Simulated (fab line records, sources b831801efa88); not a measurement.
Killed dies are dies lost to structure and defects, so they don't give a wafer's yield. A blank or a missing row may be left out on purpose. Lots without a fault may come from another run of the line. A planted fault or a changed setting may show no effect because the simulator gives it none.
Which tool did it? | flow sky130 | 6 lots, 18 wafers sampled, at 2 steps of a route of 708

WHAT THE GAUGES READ, wafer by wafer
SKY_LDD_HVP_TW_MEAS_10.
lot  | measured     | on            | LDD_HVP_TW
L417 | day 22 21:23 | film_metro-02 | 454.6 455.4 454.5
L421 | day 24 11:22 | film_metro-02 | 452.1 451.3 450.6
L423 | day 24 18:14 | film_metro-02 | 449.7 451.1 454.2
L425 | day 25 10:56 | film_metro-02 | 451.5 452.5 450.0
L427 | day 26 01:04 | film_metro-04 | 458.9 455.5 456.2
L437 | day 29 02:25 | film_metro-04 | 479.2 476.8 478.3

WHICH TOOL RAN EACH LOT (tool, then ch and the chambers of the sampled wafers, then the start)
lot  | SKY_LDD_HVP_IMPLANT_08
L417 | implanter-01 ch 0, day 22 21:10
L421 | implanter-04 ch 0, day 24 11:08
L423 | implanter-02 ch 0, day 24 18:00
L425 | implanter-01 ch 0, day 25 10:44
L427 | implanter-02 ch 0, day 26 00:49
L437 | implanter-02 ch 0, day 29 02:10
- SKY_LDD_HVP_IMPLANT_08

THE ANSWER, worked out from the rows above alone
Rule: what is usual is taken from the lots themselves. Put in order of their means at a reading, lots are off if they are a third of the lots or fewer, leave a main group of 4 or more, and stand apart from it by a gap of 3 or more times the standard deviation of the main group's means; of several such gaps the widest counts. A main group whose means are all the same, to the digits that the tables above print for the reading, isn't used. A lot without any number at a reading at which 4 lots or more have one is off too. The other lots that the step has rows for count as sound.
Off: L437, at SKY_LDD_HVP_TW_MEAS_10 (LDD_HVP_TW). The main group: mean 453.2, standard deviation 2.3.
A tool fits if, at a process step before that reading, it ran every lot that is off, and no sound lot after the first of them. The gauges at SKY_LDD_HVP_TW_MEAS_10 are tried like those tools. Can't be told from this: 2 tools fit, implanter-02 at SKY_LDD_HVP_IMPLANT_08, film_metro-04 at SKY_LDD_HVP_TW_MEAS_10.

WHAT THE SIMULATOR HAD PUT IN
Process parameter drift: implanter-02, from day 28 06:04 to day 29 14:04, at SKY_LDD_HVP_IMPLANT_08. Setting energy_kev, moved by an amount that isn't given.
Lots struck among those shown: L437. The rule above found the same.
